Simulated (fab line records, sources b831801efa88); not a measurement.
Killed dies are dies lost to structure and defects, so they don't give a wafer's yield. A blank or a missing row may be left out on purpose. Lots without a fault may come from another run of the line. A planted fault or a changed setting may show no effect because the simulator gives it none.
fab line records | flow gf180mcu
record lots=6 wafers=18 last_day=33
route steps=602 shown M2@366 PASSIVATION@602
lots that met no fault: from a run of the same line without faults
start_h: hours from the record's first day to the start of the lot's first wafer shown | wait_h: hours since the lot's step before | " the same as in the row above | L1.1+2: a row that stands for several wafers | - no value, or no start given | * or withheld: withheld | < > ~ a bound
route shown NAME@n: a module of which the file shows steps, and the number in the route of the first | usual: mean/standard deviation of fault-free wafers | same: alike in all rows | chamber/n: place in a boat | sites: the reading at each site | _std_site: their standard deviation | _edge_site: outer sites' mean less inner sites' | radius_mm: how far each site lies from the wafer's centre | mask NAME#n: copy n | behind: the tool/chamber that last shaped the wafer | hold: why the lot was held/for how many hours/how that ended | device: the transistor (n, p or np) that didn't switch | end of line: the same wafers' tests at the end of the route | a step without rows: its recipe alone | killed: dies lost to structure and defects at the first sort, not the wafer's yield | map: a wafer's dies, x killed, . not, _ none there
set.NAME: the setting as run; set.NAME@STEP: as run at that earlier step | model.NAME: the simulator's own value behind a step, which no gauge read
lots at some steps of the route; a table a step, a row a wafer
services: from which hour (start_h, from the record's first day; less than 0 if before it) a tool's chamber was out of use, for how many hours, and why
## steps
# step GF_M2_SPUTTER_04
# recipe material=TiN target_thk_nm=50 power_w=6500 time_s=41.7 chamber_pressure_pa=0.4
# usual throttle_valve_pct=29.7/1.4
# columns lot.wafer tool chamber start_h wait_h throttle_valve_pct
L139.3 pvd_sputter-02 - 419.04 0.0 31.2
L139.5 " - " " 31.3
L139.6 " - " " 28.1
L141.1 pvd_sputter-01 - 433.60 0.0 30.3
L141.2 " - " " 29.4
L141.5 " - " " 29.4
L142.2 pvd_sputter-01 - 453.70 0.0 31.0
L142.4 " - " " 29.6
L142.5 " - " " 31.2
L146.1 pvd_sputter-01 - 488.95 0.0 30.7
L146.4 " - " " 29.6
L146.5 " - " " 31.2
L153.1 pvd_sputter-02 - 553.98 0.0 30.9
L153.5 " - " " 31.2
L153.6 " - " " 32.1
L159.2 pvd_sputter-02 - 584.28 0.0 27.8
L159.5 " - " " 28.4
L159.6 " - " " 28.2
# step GF_M2_RS_MEAS_05
# recipe thk_meas_gauge=four-point-probe reads=TiN_of_M2_SPUTTER_04+Ti_of_M2_SPUTTER_03+AlCu_of_M2_SPUTTER_02+TiN_of_M2_SPUTTER_01+Ti_of_M2_SPUTTER_00
# usual M2_ALCU_RS=0.0695/0.00092
# columns lot.wafer tool chamber start_h wait_h M2_ALCU_RS[ohm/sq]
L139.3 film_metro-03 - 419.12 0.1 0.0704
L139.5 " - " " 0.0703
L139.6 " - " " 0.0695
L141.1 film_metro-03 - 433.64 0.0 0.0724
L141.2 " - " " 0.0714
L141.5 " - " " 0.0709
L142.2 film_metro-02 - 453.76 0.0 0.0697
L142.4 " - " " 0.0705
L142.5 " - " " 0.0693
L146.1 film_metro-03 - 488.99 0.0 0.0695
L146.4 " - " " 0.0702
L146.5 " - " " 0.0692
L153.1 film_metro-04 - 554.01 0.0 0.0704
L153.5 " - " " 0.0697
L153.6 " - " " 0.0692
L159.2 film_metro-03 - 584.34 0.0 0.0698
L159.5 " - " " 0.0702
L159.6 " - " " 0.0697
# step GF_M2_THK_MEAS_06
# recipe thk_meas_gauge=xrf reads=AlCu_of_M2_SPUTTER_02
# usual M2_ALCU_THK=448/7
# columns lot.wafer tool chamber start_h wait_h M2_ALCU_THK[nm]
L139.3 film_metro-03 - 419.22 0.1 439
L139.5 " - " " 438
L139.6 " - " " 445
L141.1 film_metro-03 - 433.76 0.1 429
L141.2 " - " " 434
L141.5 " - " " 438
L142.2 film_metro-02 - 453.87 0.1 449
L142.4 " - " " 439
L142.5 " - " " 449
L146.1 film_metro-03 - 489.11 0.1 444
L146.4 " - " " 439
L146.5 " - " " 447
L153.1 film_metro-04 - 554.13 0.1 441
L153.5 " - " " 445
L153.6 " - " " 448
L159.2 film_metro-03 - 584.45 0.1 449
L159.5 " - " " 445
L159.6 " - " " 449
# step GF_M2_DEHYDRATE_07
# recipe temp_c=200 time_s=60
# step GF_M2_HMDS_08
# recipe prime_time_s=60 prime_temp_c=120
# step GF_M2_COAT_09
# recipe resist=KrF spin_rpm=withheld resist_thk_nm=1000
# step GF_M2_SOFTBAKE_10
# recipe temp_c=130 time_s=60 resist=KrF
# step GF_M2_EXPOSE_11
# recipe mask_id=Metal2 target_cd_nm=280 na=0.68 source_shape=conventional sigma_outer=0.6 dose_mj=28
# step GF_M2_PEB_12
# recipe peb_temp_c=135 peb_time_s=90 resist=KrF
# step GF_M2_DEVELOP_13
# recipe develop_time_s=60 dev_temp_c=21
# step GF_M2_CD_MEAS_14
# recipe target_cd_nm=280
# usual cd_nm=279.8/1.1
# columns lot.wafer tool chamber start_h wait_h cd_nm
L139.3 cd_sem-02 - 443.08 0.1 280.4
L139.5 " - " " 280.0
L139.6 " - " " 279.4
L141.1 cd_sem-01 - 458.03 0.1 279.9
L141.2 " - " " 280.2
L141.5 " - " " 279.8
L142.2 cd_sem-01 - 477.15 0.1 279.3
L142.4 " - " " 280.4
L142.5 " - " " 279.4
L146.1 cd_sem-02 - 512.73 0.1 280.0
L146.4 " - " " 279.4
L146.5 " - " " 280.2
L153.1 cd_sem-02 - 576.56 0.1 282.5
L153.5 " - " " 280.7
L153.6 " - " " 281.7
L159.2 cd_sem-01 - 605.09 0.1 280.8
L159.5 " - " " 280.8
L159.6 " - " " 281.8
# step GF_M2_OVL_MEAS_15
# usual M2_OVL=-3/5.9
# columns lot.wafer tool chamber start_h wait_h M2_OVL[nm]
L139.3 overlay-02 - 443.17 0.1 -4
L139.5 " - " " -5
L139.6 " - " " 3
L141.1 overlay-01 - 458.15 0.1 -9
L141.2 " - " " 5
L141.5 " - " " -5
L142.2 overlay-02 - 477.26 0.1 -4
L142.4 " - " " -5
L142.5 " - " " -13
L146.1 overlay-01 - 512.85 0.1 -4
L146.4 " - " " -1
L146.5 " - " " -2
L153.1 overlay-01 - 576.68 0.1 5
L153.5 " - " " 3
L153.6 " - " " -10
L159.2 overlay-02 - 605.19 0.1 -7
L159.5 " - " " 3
L159.6 " - " " -4
# step GF_M2_METAL_ETCH_16
# recipe chemistry=Cl2/BCl3 mask_material=KrF target_depth_nm=750.8 stop_on=SiO2 pressure_mtorr=8 icp_w=800 bias_w=140 Cl2_flow_sccm=80 bcl3_flow_sccm=40 time_s=125.1
# usual drypump_motor_current_A=5.8/0.7 oes_product_au=0.990/0.0071 throttle_valve_pct=28.231/0.012
# columns lot.wafer tool chamber start_h wait_h drypump_motor_current_A oes_product_au rf_hours_counter_h throttle_valve_pct model.KrF_of_M2_COAT_09.thk_nm
L139.3 rie_metal-03 1 443.23 0.1 5.5 0.989 - 28.251 685.4
L139.5 " 0 " " 6.0 0.989 - 28.227 685.2
L139.6 " 1 " " 5.5 0.980 - 28.246 692.8
L141.1 rie_metal-04 0 458.19 0.0 6.5 0.991 6 28.220 684.6
L141.2 " 1 " " 4.6 0.989 11 28.234 692.3
L141.5 " 1 " " 4.6 0.989 - 28.237 694.5
L142.2 rie_metal-04 0 477.29 0.0 6.5 0.991 6 28.223 682.8
L142.4 " 1 " " 4.6 0.833 - 28.396 761.4
L142.5 " 0 " " 6.5 0.995 - 28.205 680
L146.1 rie_metal-04 0 512.89 0.0 6.5 0.856 7 28.385 757.1
L146.4 " 0 " " 6.5 0.859 - 28.382 756.4
L146.5 " 0 " " 6.5 0.995 - 28.221 679.4
L153.1 rie_metal-02 1 576.71 0.0 6.2 0.984 3 28.237 684.6
L153.5 " 0 " " 6.2 0.994 - 28.232 678.6
L153.6 " 1 " " 6.2 0.989 - 28.230 684.7
L159.2 rie_metal-03 0 605.22 0.0 6.1 0.983 14 28.238 686
L159.5 " 0 " " 6.0 0.996 - 28.241 687.3
L159.6 " 1 " " 5.5 0.997 - 28.217 686.1
# step GF_M2_STRIP_17
# recipe chemistry=O2/N2 power_w=1400 pressure_mtorr=1500 platen_temp_c=250 o2_flow_sccm=3000 n2_flow_sccm=300 overash_fraction=0.5
# usual drypump_motor_current_A=5.8/0.44 heater_power_w=357/23 oes_product_au=0.539/0.0055 strip_time_to_endpoint_s=7.40/0.063
# columns lot.wafer tool chamber start_h wait_h drypump_motor_current_A heater_power_w oes_product_au rf_hours_counter_h strip_time_to_endpoint_s
L139.3 plasma_asher-03 0 443.35 0.1 6.4 383 0.539 - 7.40
L139.5 " 0 " " 6.4 369 0.536 - 7.38
L139.6 " 1 " " 5.8 361 0.542 - 7.47
L141.1 plasma_asher-03 1 458.32 0.1 5.8 341 0.528 3 7.39
L141.2 " 0 " " 6.4 369 0.540 3 7.46
L141.5 " 1 " " 5.8 343 0.548 - 7.47
L142.2 plasma_asher-01 1 477.42 0.1 5.6 315 0.536 69 7.36
L142.4 " 1 " " 5.6 312 0.566 - 8.13
L142.5 " 0 " " 5.7 398 0.535 - 7.32
L146.1 plasma_asher-01 0 513.15 0.2 5.7 369 0.568 73 8.11
L146.4 " 1 " " 5.6 320 0.562 - 8.08
L146.5 " 1 " " 5.6 314 0.539 - 7.32
L153.1 plasma_asher-02 1 576.84 0.1 4.9 375 0.536 47 7.39
L153.5 " 0 " " 5.9 359 0.538 - 7.31
L153.6 " 1 " " 4.9 369 0.546 - 7.39
L159.2 plasma_asher-01 1 605.35 0.1 5.6 314 0.531 83 7.38
L159.5 " 1 " " 5.5 317 0.535 - 7.40
L159.6 " 0 " " 5.8 382 0.534 - 7.39
# step GF_M2_STRIP_18
# recipe chemistry=post_etch_residue_remover time_s=1200 temp_c=72.5
# step GF_PASSIVATION_PROBE_99
# columns lot.wafer tool chamber start_h wait_h model.etest.met5_comb.over_limit model.etest.met2_comb.over_limit model.etest.diode_pplus_nwell_6v.over_limit model.etest.nmos_6p0_nat.short model.etest.met4.short model.etest.gate_to_diffusion_comb.over_limit model.etest.nmos_6p0_turned.short model.etest.ldpmos_10p0.over_limit
L139.3+5+6 prober-02 - 675.84 0.2 0 0 0 0 0 0 0 0
L141.1+2+5 prober-02 - 690.79 0.1 0 0 0 0 0 0 0 0
L146.1+4 prober-01 - 732.81 0.1 1 1 1 1 1 1 1 1
L146.5 prober-01 - 733.01 0.2 0 0 0 0 0 0 0 0
L153.1+5+6 prober-01 - 778.49 0.1 0 0 0 0 0 0 0 0
L159.2+5+6 prober-02 - 802.05 0.1 0 0 0 0 0 0 0 0
# killed by level:class
L139.3 V4:geometric_particle:open=7 V3:geometric_particle:open=6 CONTACT:geometric_particle:open=4 V1:geometric_particle:open=4 V2:geometric_particle:open=4 STI:geometric_particle:short=3 M1:geometric_particle:short=3 STI:geometric_particle:open=2
L139.5 CONTACT:geometric_particle:open=6 V5:geometric_particle:open=6 V2:geometric_particle:open=5 M2:geometric_particle:short=4 V4:geometric_particle:open=4 V1:geometric_particle:open=3 STI:geometric_particle:open=2 CONTACT:geometric_particle:short=2
L139.6 V5:geometric_particle:open=8 V2:geometric_particle:open=6 CONTACT:geometric_particle:short=4 V1:geometric_particle:open=4 V1:geometric_particle:short=4 V5:geometric_particle:short=4 STI:geometric_particle:open=2 CONTACT:geometric_particle:open=2
L141.1 CONTACT:geometric_particle:open=5 V3:geometric_particle:open=5 V4:geometric_particle:open=4 V1:geometric_particle:short=3 V2:geometric_particle:open=3 V4:geometric_particle:short=3 STI:geometric_particle:open=2 M1:geometric_particle:short=2
L141.2 CONTACT:geometric_particle:open=5 V2:geometric_particle:open=5 STI:geometric_particle:open=3 CONTACT:geometric_particle:short=3 V1:geometric_particle:open=3 V3:geometric_particle:short=3 V4:geometric_particle:open=3 STI:geometric_particle:short=2
L141.5 CONTACT:geometric_particle:open=8 M1:geometric_particle:short=4 V1:geometric_particle:open=4 V4:geometric_particle:short=4 V4:geometric_particle:open=4 STI:geometric_particle:open=3 V2:geometric_particle:open=3 V3:geometric_particle:short=3
L153.1 V1:geometric_particle:open=6 CONTACT:geometric_particle:open=4 V2:geometric_particle:open=4 V4:geometric_particle:open=4 STI:geometric_particle:short=3 V3:geometric_particle:open=3 V5:geometric_particle:open=3 SALICIDE:geometric_particle:open=2
L153.5 CONTACT:geometric_particle:open=8 V4:geometric_particle:short=7 V2:geometric_particle:short=6 V4:geometric_particle:open=6 STI:geometric_particle:short=4 V3:geometric_particle:open=4 SALICIDE:geometric_particle:open=3 M1:geometric_particle:short=3
L153.6 V1:geometric_particle:open=7 M2:geometric_particle:short=4 V4:geometric_particle:open=4 CONTACT:geometric_particle:open=3 V5:geometric_particle:short=3 V2:geometric_particle:short=3 STI:geometric_particle:open=2 STI:geometric_particle:short=1
L159.2 V2:geometric_particle:open=9 CONTACT:geometric_particle:open=4 V1:geometric_particle:open=4 V4:geometric_particle:open=4 STI:geometric_particle:short=3 CONTACT:geometric_particle:short=3 V5:geometric_particle:open=3 STI:geometric_particle:open=2
L159.5 CONTACT:geometric_particle:short=9 CONTACT:geometric_particle:open=8 V4:geometric_particle:open=7 V1:geometric_particle:open=5 STI:geometric_particle:short=4 M4:geometric_particle:short=4 V2:geometric_particle:open=3 V5:geometric_particle:short=3
L159.6 CONTACT:geometric_particle:open=5 STI:geometric_particle:short=4 V5:geometric_particle:short=4 STI:geometric_particle:open=3 CONTACT:geometric_particle:short=3 V4:geometric_particle:short=3 V5:geometric_particle:open=3 V4:geometric_particle:open=2
## services
# columns tool chamber start_h hours kind
rie_metal-04 0 402.65 2.5 repair
rie_metal-02 - 413.73 2.8 pm
pvd_sputter-02 - 414.99 3.4 repair
rie_metal-03 - 415.89 0.6 repair
plasma_asher-03 - 421.25 9.0 pm
plasma_asher-03 0 421.25 9.0 vent_cycle
plasma_asher-03 1 421.25 9.0 vent_cycle
plasma_asher-03 0 430.25 - clean
plasma_asher-03 1 430.25 - clean
pvd_sputter-01 - 430.86 0.9 repair
rie_metal-02 0 462.40 5.5 repair
plasma_asher-02 - 499.16 1.6 repair
rie_metal-04 1 502.22 - clean
rie_metal-04 1 502.22 11.0 scheduled_down
rie_metal-04 1 502.22 11.0 vent_cycle
pvd_sputter-01 1 510.92 - consumable_replace:kit
pvd_sputter-01 1 510.92 18.0 scheduled_down
pvd_sputter-01 1 510.92 18.0 vent_cycle
rie_metal-02 - 538.60 0.9 repair
pvd_sputter-01 - 543.61 4.7 repair
pvd_sputter-01 - 548.80 3.5 repair
pvd_sputter-02 2 554.01 - consumable_replace:kit
pvd_sputter-02 2 554.01 18.0 scheduled_down
pvd_sputter-02 2 554.01 18.0 vent_cycle
## key
first_sign step=GF_M2_METAL_ETCH_16 reading=oes_product_au direction=down sigmas=20 usual=0.990 struck=0.849
effect step=GF_M2_METAL_ETCH_16 reading=throttle_valve_pct direction=up sigmas=13 usual=28.231 struck=28.388
effect step=GF_M2_STRIP_17 reading=strip_time_to_endpoint_s direction=up sigmas=11 usual=* struck=*
model_effect step=GF_M2_METAL_ETCH_16 value=KrF_of_M2_COAT_09.thk_nm without=683.9 struck=758.3
model_effect step=GF_PASSIVATION_PROBE_99 value=etest.met5_comb.over_limit without=0 struck=1
met_at GF_M2_METAL_ETCH_16
struck_wafers L142.4,L146.1,L146.4
later_rows_left_out L142.4
sort_left_out L142.4,L146.1,L146.4
onset_between 458.19 477.29
fault kind=process_parameter_drift tool=rie_metal-04 chamber=- onset_h=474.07 steps=GF_M2_METAL_ETCH_16 channel=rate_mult offset=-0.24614 shape=step end_h=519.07 scope=struck_wafers_only
# sort_left_out: the simulated sort isn't trusted on such a fault, so these wafers' sort isn't shown, and their yield isn't known
# later_rows_left_out: the simulator's readings of these wafers behind a module that went badly wrong aren't trusted and aren't shown, but for the sort
